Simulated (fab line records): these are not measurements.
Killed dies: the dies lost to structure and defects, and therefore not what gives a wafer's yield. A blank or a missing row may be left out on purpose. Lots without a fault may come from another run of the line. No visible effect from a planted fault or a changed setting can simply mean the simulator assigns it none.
What tool caused it? | flow gf180mcu | 14 lots, 42 wafers sampled, at 5 steps of a route of 602

== WHAT THE GAUGES SHOWED, per wafer ==
GF_STI_BOW_MEAS_00.
lot  | measured    | on           | INCOMING_BOW (um)
L963 | day 1 10:04 | filmMetro-03 | -1 -1 0
L964 | day 1 15:02 | filmMetro-01 | 0 -4 -5
L966 | day 2 01:02 | filmMetro-01 | -9 0 -7
L968 | day 2 11:02 | filmMetro-03 | -6 1 4
L970 | day 2 21:01 | filmMetro-01 | -3 -6 5
L972 | day 3 07:02 | filmMetro-03 | -1 -12 -6
L973 | day 3 12:00 | filmMetro-03 | -8 1 2
L977 | day 4 08:00 | filmMetro-01 | 0 -7 -3
L980 | day 4 23:00 | filmMetro-01 | 2 4 -6
L982 | day 5 09:01 | filmMetro-01 | 2 1 9
L983 | day 5 14:01 | filmMetro-02 | 2 8 0
L984 | day 5 19:01 | filmMetro-02 | 3 4 -2
L985 | day 6 00:02 | filmMetro-02 | 10 -6 -6
L986 | day 6 05:00 | filmMetro-03 | 4 4 -9

GF_STI_THK_MEAS_30.
lot  | measured    | on           | STI_OXIDATION_02_THK (nm)
L963 | day 2 06:17 | filmMetro-01 | 9.93 9.93 9.95
L964 | day 2 11:08 | filmMetro-02 | 9.95 9.93 9.93
L966 | day 2 23:29 | filmMetro-01 | 9.88 9.83 9.90
L968 | day 3 08:09 | filmMetro-01 | 10.15 10.27 10.24
L970 | day 3 18:07 | filmMetro-02 | 11.10 11.00 11.15
L972 | day 4 05:53 | filmMetro-02 | 11.58 11.48 11.64
L973 | day 4 08:47 | filmMetro-03 | 11.17 11.41 11.47
L977 | day 5 07:25 | filmMetro-01 | 9.95 10.11 9.90
L980 | day 5 22:30 | filmMetro-03 | 9.81 9.76 9.75
L982 | day 6 08:44 | filmMetro-01 | 9.87 9.92 9.75
L983 | day 6 14:53 | filmMetro-03 | 9.69 9.57 9.66
L984 | day 6 17:55 | filmMetro-03 | 9.79 10.07 9.78
L985 | day 7 00:29 | filmMetro-01 | 10.21 10.19 10.36
L986 | day 7 04:20 | filmMetro-02 | 10.24 10.27 10.18

GF_LVPWELL_OVL_MEAS_07.
lot  | measured    | on         | LVPWELL_OVL (nm)
L963 | day 3 20:36 | overlay-01 | 0.3 0.0 -0.7
L964 | day 4 00:29 | overlay-02 | -2.7 -1.3 -3.8
L966 | day 4 15:13 | overlay-02 | -0.8 -1.3 -1.3
L968 | day 4 23:01 | overlay-01 | 1.5 1.1 0.6
L970 | day 5 11:50 | overlay-01 | -0.5 -1.7 -0.9
L972 | day 6 01:03 | overlay-01 | -0.2 1.1 1.0
L973 | day 6 04:35 | overlay-02 | -1.1 0.0 0.0
L977 | day 7 05:36 | overlay-02 | 1.9 2.1 1.9
L980 | day 7 21:19 | overlay-02 | -1.7 -2.0 -1.4
L982 | day 8 08:32 | overlay-02 | -2.5 -3.1 -2.5
L983 | day 8 15:27 | overlay-02 | 0.8 1.8 0.5
L984 | day 8 18:29 | overlay-01 | 1.4 0.9 0.9
L985 | day 9 02:26 | overlay-01 | 0.6 0.2 -0.1
L986 | day 9 06:38 | overlay-01 | 0.6 -1.2 0.0

GF_MVSD_OVL_MEAS_07.
lot  | measured    | on         | MVSD_OVL (nm)
L963 | day 4 10:12 | overlay-01 | -2.3 -2.6 -0.8
L964 | day 4 14:23 | overlay-02 | -1.5 -0.6 0.0
L966 | day 5 05:46 | overlay-01 | -0.3 -1.2 -1.0
L968 | day 5 12:55 | overlay-01 | -2.5 -3.7 -1.9
L970 | day 6 03:11 | overlay-02 | -1.0 -1.3 0.9
L972 | day 6 15:58 | overlay-02 | -3.6 -4.3 -3.4
L973 | day 6 19:56 | overlay-01 | -1.3 -1.5 -0.5
L977 | day 7 22:10 | overlay-02 | -1.2 -1.7 -0.8
L980 | day 8 14:23 | overlay-01 | -0.1 -0.3 1.7
L982 | day 9 01:28 | overlay-01 | -1.8 -1.9 -1.5
L983 | day 9 08:28 | overlay-01 | 0.0 0.3 0.2
L984 | day 9 11:07 | overlay-02 | -0.5 -1.9 -0.2
L985 | day 9 17:32 | overlay-01 | -2.6 -1.4 -1.4
L986 | day 9 22:48 | overlay-02 | -2.1 -3.6 -4.0

== TOOL THAT RAN EACH LOT (tool first, then ch and the chambers of the sampled wafers, then the start) ==
lot  | GF_STI_OXIDATION_29
L963 | furnace-01 ch 0, day 2 04:52
L964 | furnace-02 ch 0, day 2 09:43
L966 | furnace-01 ch 0, day 2 22:05
L968 | furnace-02 ch 0, day 3 06:44
L970 | furnace-01 ch 0, day 3 16:43
L972 | furnace-01 ch 0, day 4 04:28
L973 | furnace-01 ch 0, day 4 07:23
L977 | furnace-02 ch 0, day 5 06:01
L980 | furnace-02 ch 0, day 5 21:07
L982 | furnace-02 ch 0, day 6 07:21
L983 | furnace-02 ch 0, day 6 13:28
L984 | furnace-02 ch 0, day 6 16:31
L985 | furnace-01 ch 0, day 6 23:04
L986 | furnace-02 ch 0, day 7 02:56
- GF_STI_OXIDATION_29: stabilise 600 s, purge 300 s, target thk 10 nm.

== AS READ BY THE TOOLS THEMSELVES (means over the sampled wafers that have a number; for cases with no such wafer, the mark the record gives instead) ==
GF_STI_OXIDATION_29.
lot  | tool       | oxTempCMax | spikeTcBottomC (C) | zonePowerTopPct (%)
L963 | furnace-01 | 902.7      | 923.2              | 27
L964 | furnace-02 | 906.1      | 917.9              | 39
L966 | furnace-01 | 903.9      | 923.3              | 27
L968 | furnace-02 | 905.3      | 918.2              | 39
L970 | furnace-01 | 903.0      | 922.5              | 27
L972 | furnace-01 | 904.0      | 922.8              | 27
L973 | furnace-01 | 903.7      | 923.1              | 27
L977 | furnace-02 | 906.2      | 919.8              | 39
L980 | furnace-02 | 906.4      | 919.5              | 39
L982 | furnace-02 | 905.2      | 918.3              | 39
L983 | furnace-02 | 906.9      | 919.0              | 39
L984 | furnace-02 | 906.2      | 920.1              | 39
L985 | furnace-01 | 902.9      | 923.0              | 27
L986 | furnace-02 | 905.4      | 918.3              | 39

== THE ANSWER, worked out from the rows above alone ==
Rule: usual is defined by the lots themselves. The widest of any qualifying gaps counts: lots, ordered by their means at a reading, are off when they make up no more than a third of the lots, leave a main group of 4 or more, and stand apart from it by 3 or more times the standard deviation of that group's means. A main group whose means are all the same, to the digits that the tables above print for the reading, isn't used. Also off: a lot with no number at a reading for which 4 or more lots have one. The other lots that the step has rows for count as sound. First the gauges in route order, then the tools' own readings, where a lot's mean is used as printed above. The first step at which some lot is off is used, and at that step the reading that is off furthest; a lot without a number counts as furthest.
Off: L970, L972, L973, seen at GF_STI_THK_MEAS_30 (STI_OXIDATION_02_THK). For the main group the mean is 9.96 nm and the standard deviation 0.19.
If a tool, at a process step before that reading, ran all the lots that are off and no sound lot after the first of them, it fits. Gauges at GF_STI_THK_MEAS_30: tried the same way as those tools. No candidate that was tried fits.

== WHAT THE SIMULATOR PUT IN ==
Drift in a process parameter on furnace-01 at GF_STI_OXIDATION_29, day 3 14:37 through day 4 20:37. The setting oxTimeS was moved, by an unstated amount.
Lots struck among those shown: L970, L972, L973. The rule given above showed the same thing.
